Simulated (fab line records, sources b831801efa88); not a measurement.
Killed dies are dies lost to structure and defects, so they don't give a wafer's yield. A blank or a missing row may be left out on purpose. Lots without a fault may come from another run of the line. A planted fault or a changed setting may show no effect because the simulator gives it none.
Which tool did it? | flow gf180mcu | 12 lots, 36 wafers sampled, at 5 steps of a route of 602

WHAT THE GAUGES READ, wafer by wafer
GF_V2_RS_MEAS_24: measures by four-point-probe.
lot  | measured     | on            | V2_W_RS (ohm/sq)
L810 | day 20 09:37 | film_metro-01 | 0.324 0.323 0.323
L811 | day 20 19:26 | film_metro-01 | 0.316 0.328 0.320
L813 | day 21 11:41 | film_metro-02 | 0.327 0.324 0.324
L814 | day 22 02:22 | film_metro-04 | 0.327 0.322 0.321
L815 | day 22 06:46 | film_metro-04 | 0.328 0.320 0.321
L816 | day 22 16:38 | film_metro-01 | 0.323 0.315 0.322
L817 | day 23 03:58 | film_metro-02 | 0.325 0.318 0.318
L827 | day 26 21:17 | film_metro-01 | 0.324 0.325 0.325
L828 | day 27 10:39 | film_metro-02 | 0.321 0.320 0.318 0.320 0.320 0.319
L829 | day 27 14:23 | film_metro-01 | 0.330 0.324 0.324
L832 | day 28 06:39 | film_metro-01 | 0.326 0.328 0.327
L833 | day 28 09:50 | film_metro-04 | 0.328 0.330 0.333

GF_M3_THK_MEAS_06: measures by xrf.
lot  | measured     | on            | M3_ALCU_THK (nm)
L810 | day 20 10:25 | film_metro-02 | 445 449 444
L811 | day 20 20:16 | film_metro-03 | 451 454 450
L813 | day 21 12:32 | film_metro-02 | 452 448 449
L814 | day 22 03:10 | film_metro-04 | 446 448 443
L815 | day 22 07:35 | film_metro-02 | 450 453 452
L816 | day 22 17:28 | film_metro-04 | 447 454 454
L817 | day 23 04:46 | film_metro-02 | 447 445 446
L827 | day 26 22:06 | film_metro-03 | 452 454 453
L828 | day 27 14:59 | film_metro-04 | 448 451 447
L829 | day 27 15:12 | film_metro-02 | 448 451 450
L832 | day 28 07:28 | film_metro-03 | 444 446 446
L833 | day 28 10:50 | film_metro-03 | 451 448 449

WHICH TOOL RAN EACH LOT (tool, then ch and the chambers of the sampled wafers, then the start)
lot  | GF_V2_CMP_04                  | GF_V2_CVD_23                  | GF_V2_CMP_26
L810 | cmp-02 ch 1,2, day 19 08:02   | cvd_w-01 ch 0,1, day 20 09:29 | cmp-02 ch 1,2,3, day 20 09:55
L811 | cmp-02 ch 0,2,3, day 19 18:15 | cvd_w-02 ch 0,1, day 20 19:20 | cmp-01 ch 1,2,3, day 20 19:37
L813 | cmp-02 ch 0,2,3, day 20 10:42 | cvd_w-01 ch 0,1, day 21 11:33 | cmp-01 ch 0,1,3, day 21 11:53
L814 | cmp-01 ch 1,2,3, day 21 01:12 | cvd_w-02 ch 0,1, day 22 02:15 | cmp-01 ch 0,3, day 22 02:30
L815 | cmp-01 ch 0,2,3, day 21 05:56 | cvd_w-02 ch 0,1, day 22 06:40 | cmp-02 ch 0,3, day 22 07:00
L816 | cmp-01 ch 0,1,3, day 21 15:25 | cvd_w-02 ch 0,1, day 22 16:31 | cmp-01 ch 1,2,3, day 22 16:48
L817 | cmp-02 ch 0,3, day 22 03:26   | cvd_w-02 ch 0,1, day 23 03:51 | cmp-01 ch 1,3, day 23 04:06
L827 | cmp-02 ch 0,1,3, day 25 23:01 | cvd_w-01 ch 0,1, day 26 21:10 | cmp-02 ch 0,1,2, day 26 21:28
L828 | cmp-01 ch 0,2,3, day 26 12:10 | cvd_w-02 ch 1, day 27 10:32   | cmp-02 ch 0,2,3, day 27 14:23
L829 | cmp-02 ch 1,2,3, day 26 16:04 | cvd_w-01 ch 0,1, day 27 14:16 | cmp-01 ch 0,2,3, day 27 14:37
L832 | cmp-02 ch 0,1,3, day 27 08:40 | cvd_w-01 ch 0,1, day 28 06:31 | cmp-01 ch 0,2,3, day 28 06:52
L833 | cmp-02 ch 0,1,3, day 27 12:32 | cvd_w-01 ch 0,1, day 28 09:42 | cmp-02 ch 0,3, day 28 10:11
- GF_V2_CMP_04: polishes SiO2.
- GF_V2_CVD_23: deposits W, target thk 350 nm, time 104.94 s.
- GF_V2_CMP_26: polishes, stops on SiO2, t overpolish 15 s, target thk 0 nm.

WHAT THE TOOLS THEMSELVES READ (means of the sampled wafers that have a number; where no wafer has one, the mark that the record gives instead)
GF_V2_CMP_04.
lot  | tool   | motor_current_A (A) | slurry_flow_ml_min | time_to_endpoint_s (s)
L810 | cmp-02 | 11.5                | 150.0              | 77
L811 | cmp-02 | 12.4                | 149.9              | 76
L813 | cmp-02 | 12.8                | 150.5              | 73
L814 | cmp-01 | 12.4                | 150.4              | 82
L815 | cmp-01 | 12.2                | 150.0              | 87
L816 | cmp-01 | 11.5                | 150.2              | 79
L817 | cmp-02 | 13.8                | 150.0              | 76
L827 | cmp-02 | 12.6                | 150.0              | 79
L828 | cmp-01 | 11.9                | 149.8              | 75
L829 | cmp-02 | 11.3                | 150.0              | 82
L832 | cmp-02 | 12.8                | 149.6              | 84
L833 | cmp-02 | 12.6                | 150.2              | 82

GF_V2_CVD_23.
lot  | tool     | heater_power_w (W)
L810 | cvd_w-01 | 1004
L811 | cvd_w-02 | 898
L813 | cvd_w-01 | 971
L814 | cvd_w-02 | 890
L815 | cvd_w-02 | 884
L816 | cvd_w-02 | 846
L817 | cvd_w-02 | 896
L827 | cvd_w-01 | 1029
L828 | cvd_w-02 | 805
L829 | cvd_w-01 | 972
L832 | cvd_w-01 | 997
L833 | cvd_w-01 | 980

GF_V2_CMP_26.
lot  | tool   | motor_current_A (A) | overpolish_run_s (s) | slurry_flow_ml_min | time_to_endpoint_s (s)
L810 | cmp-02 | 10.5                | 15.003               | 149.6              | 83.2
L811 | cmp-01 | 11.3                | 15.003               | 150.0              | 87.8
L813 | cmp-01 | 10.7                | 15.006               | 150.4              | 85.5
L814 | cmp-01 | 10.3                | 15.000               | 149.8              | 87.5
L815 | cmp-02 | 11.7                | 15.000               | 150.4              | 84.1
L816 | cmp-01 | 11.6                | 14.997               | 150.4              | 84.8
L817 | cmp-01 | 10.7                | 15.006               | 150.2              | 83.4
L827 | cmp-02 | 10.9                | 15.001               | 150.2              | 85.3
L828 | cmp-02 | 11.3                | 14.995               | 150.0              | 89.5
L829 | cmp-01 | 11.4                | 14.998               | 150.2              | 85.4
L832 | cmp-01 | 11.4                | 15.001               | 150.2              | 86.9
L833 | cmp-02 | 12.4                | 15.001               | 150.1              | 88.7

THE ANSWER, worked out from the rows above alone
Rule: what is usual is taken from the lots themselves. Put in order of their means at a reading, lots are off if they are a third of the lots or fewer, leave a main group of 4 or more, and stand apart from it by a gap of 3 or more times the standard deviation of the main group's means; of several such gaps the widest counts. A main group whose means are all the same, to the digits that the tables above print for the reading, isn't used. A lot without any number at a reading at which 4 lots or more have one is off too. The other lots that the step has rows for count as sound. The gauges are gone through in route order, then the tools' own readings, and for those a lot's mean is taken as printed above. The first step at which some lot is off is used, and at that step the reading that is off furthest; a lot without a number counts as furthest.
No lot is off at any reading shown: from this, nothing can be told.

WHAT THE SIMULATOR HAD PUT IN
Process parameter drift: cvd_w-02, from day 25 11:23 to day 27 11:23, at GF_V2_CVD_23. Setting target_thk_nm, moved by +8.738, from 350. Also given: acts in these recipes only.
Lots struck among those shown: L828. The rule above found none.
